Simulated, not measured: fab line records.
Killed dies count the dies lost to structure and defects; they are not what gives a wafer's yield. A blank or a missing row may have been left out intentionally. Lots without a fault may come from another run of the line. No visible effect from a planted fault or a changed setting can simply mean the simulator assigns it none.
What tool caused it?	flow gf180mcu	42 wafers from 14 lots sampled at 4 of the route's 602 steps

== WHAT THE GAUGES SHOWED, per wafer ==
GF_HV_LDD_OVL_MEAS_32.
lot	measured	on	HV_LDD_02_OVL (nm)
L697	day 11 13:47	overlay-01	-1.1 -1.1 -1.0
L698	day 11 16:25	overlay-02	0.1 1.5 1.2
L699	day 12 01:13	overlay-01	1.6 -0.2 -0.5
L700	day 12 10:25	overlay-01	-0.3 0.2 -1.8
L701	day 12 10:43	overlay-01	0.7 1.5 0.2
L704	day 13 15:57	overlay-01	0.4 0.5 0.7
L705	day 14 04:34	overlay-01	0.8 0.7 0.5
L707	day 14 17:01	overlay-01	0.5 0.0 2.7
L709	day 16 00:28	overlay-01	-1.0 0.4 0.1
L710	day 16 04:37	overlay-02	0.4 -1.4 -0.9
L711	day 16 04:59	overlay-01	-0.5 -0.7 -0.1
L718	day 18 10:37	overlay-02	1.4 0.0 2.4
L719	day 18 16:15	overlay-02	1.9 2.3 3.1
L720	day 18 22:56	overlay-02	3.1 2.7 4.0

GF_HV_LDD_THK_MEAS_55.
lot	measured	on	HV_LDD_CVD_54_THK (nm)
L697	day 12 11:35	film_metro-01	10.02 9.98 9.95
L698	day 12 14:32	film_metro-01	9.71 9.93 9.75
L699	day 12 22:19	film_metro-04	9.85 9.94 9.78
L700	day 13 09:35	film_metro-01	10.03 10.19 10.08
L701	day 13 10:21	film_metro-04	10.09 10.08 10.05
L704	day 14 15:11	film_metro-02	10.10 10.08 10.08
L705	day 15 03:23	film_metro-02	9.73 9.90 9.76
L707	day 15 17:23	film_metro-01	10.05 9.91 9.96
L709	day 17 01:26	film_metro-02	10.01 10.18 10.11
L710	day 17 05:46	film_metro-01	9.77 9.91 10.00
L711	day 17 06:05	film_metro-02	9.96 10.05 9.93
L718	day 19 12:16	film_metro-02	9.70 9.86 9.87
L719	day 19 18:16	film_metro-04	9.98 10.04 9.93
L720	day 20 00:05	film_metro-04	10.01 9.93 9.99

== WHAT TOOL EACH LOT RAN ON (gives the tool, then ch and the chambers of the sampled wafers, and finally the start) ==
lot	GF_POLY_GATE_ETCH_12	GF_HV_LDD_IMPLANT_33
L697	rie_diel-01 ch 1,2, day 9 04:08	implanter-02 ch 0, day 11 13:51
L698	rie_diel-04 ch 0,1,3, day 9 09:13	implanter-04 ch 0, day 11 16:28
L699	rie_diel-04 ch 1,2, day 9 16:47	implanter-04 ch 0, day 12 01:15
L700	rie_diel-01 ch 0,2, day 10 01:03	implanter-01 ch 0, day 12 10:29
L701	rie_diel-04 ch 0,2,3, day 10 02:13	implanter-02 ch 0, day 12 10:45
L704	rie_diel-02 ch 1,2,3, day 11 03:45	implanter-02 ch 0, day 13 16:00
L705	rie_diel-04 ch 0,1,3, day 11 14:47	implanter-01 ch 0, day 14 04:38
L707	rie_diel-02 ch 0,1,3, day 12 02:56	implanter-02 ch 0, day 14 17:04
L709	rie_diel-01 ch 0,1, day 13 06:25	implanter-04 ch 0, day 16 00:30
L710	rie_diel-04 ch 1,2,3, day 13 07:46	implanter-01 ch 0, day 16 04:39
L711	rie_diel-04 ch 1,2,3, day 13 09:30	implanter-04 ch 0, day 16 05:01
L718	rie_diel-01 ch 1,3, day 15 10:46	implanter-01 ch 0, day 18 10:39
L719	rie_diel-02 ch 0,1,3, day 15 17:36	implanter-04 ch 0, day 18 16:19
L720	rie_diel-01 ch 0,1,3, day 15 23:33	implanter-02 ch 0, day 18 23:00
- GF_POLY_GATE_ETCH_12: etches BARC in N2/H2.
- GF_HV_LDD_IMPLANT_33

== AS READ BY THE TOOLS THEMSELVES (means over the sampled wafers that have a number; for cases with no such wafer, the mark the record gives instead) ==
GF_POLY_GATE_ETCH_12.
lot	tool	drypump_motor_current_A (A)	oes_product_au (a.u.)	throttle_valve_pct (%)
L697	rie_diel-01	5.7	0.734	13.213
L698	rie_diel-04	5.8	0.731	13.210
L699	rie_diel-04	5.7	0.733	13.212
L700	rie_diel-01	5.5	0.732	13.208
L701	rie_diel-04	5.6	0.735	13.209
L704	rie_diel-02	5.7	0.733	13.215
L705	rie_diel-04	5.8	0.740	13.214
L707	rie_diel-02	5.9	0.736	13.213
L709	rie_diel-01	5.0	0.736	13.218
L710	rie_diel-04	5.7	0.733	13.226
L711	rie_diel-04	5.7	0.736	13.212
L718	rie_diel-01	5.5	0.741	13.212
L719	rie_diel-02	5.8	0.737	13.208
L720	rie_diel-01	5.3	0.739	13.199

GF_HV_LDD_IMPLANT_33.
lot	tool	rotation_deg (degrees)
L697	implanter-02	-0.008
L698	implanter-04	-0.019
L699	implanter-04	0.007
L700	implanter-01	-0.014
L701	implanter-02	-0.026
L704	implanter-02	-0.045
L705	implanter-01	-0.013
L707	implanter-02	-0.010
L709	implanter-04	-94.761
L710	implanter-01	0.013
L711	implanter-04	-94.796
L718	implanter-01	-0.009
L719	implanter-04	0.018
L720	implanter-02	-0.013

== THE ANSWER, worked out from the rows above alone ==
Rule: the usual values come from the lots themselves. Put in order of their means at a reading, lots are off if they are a third of the lots or fewer, leave a main group of 4 or more, and stand apart from it by a gap of 3 or more times the standard deviation of the main group's means; of several such gaps the widest counts. A main group whose means are all the same, to the digits that the tables above print for the reading, isn't used. Also off: a lot with no number at a reading for which 4 or more lots have one. Any other lot the step has rows for is counted as sound. After the gauges, taken in route order, come the tools' own readings; for these a lot's mean is taken, as printed above. The first step at which some lot is off is used, and at that step the reading that is off furthest; a lot without a number counts as furthest.
Off: L709, L711, at GF_HV_LDD_IMPLANT_33 (rotation_deg). The main group: mean -0.010 degrees, standard deviation 0.016.
A tool fits if, at that step or a process step before it, it ran every lot that is off, and no sound lot after the first of them. Not one of the candidates tried fits.

== WHAT THE SIMULATOR HAD INSERTED ==
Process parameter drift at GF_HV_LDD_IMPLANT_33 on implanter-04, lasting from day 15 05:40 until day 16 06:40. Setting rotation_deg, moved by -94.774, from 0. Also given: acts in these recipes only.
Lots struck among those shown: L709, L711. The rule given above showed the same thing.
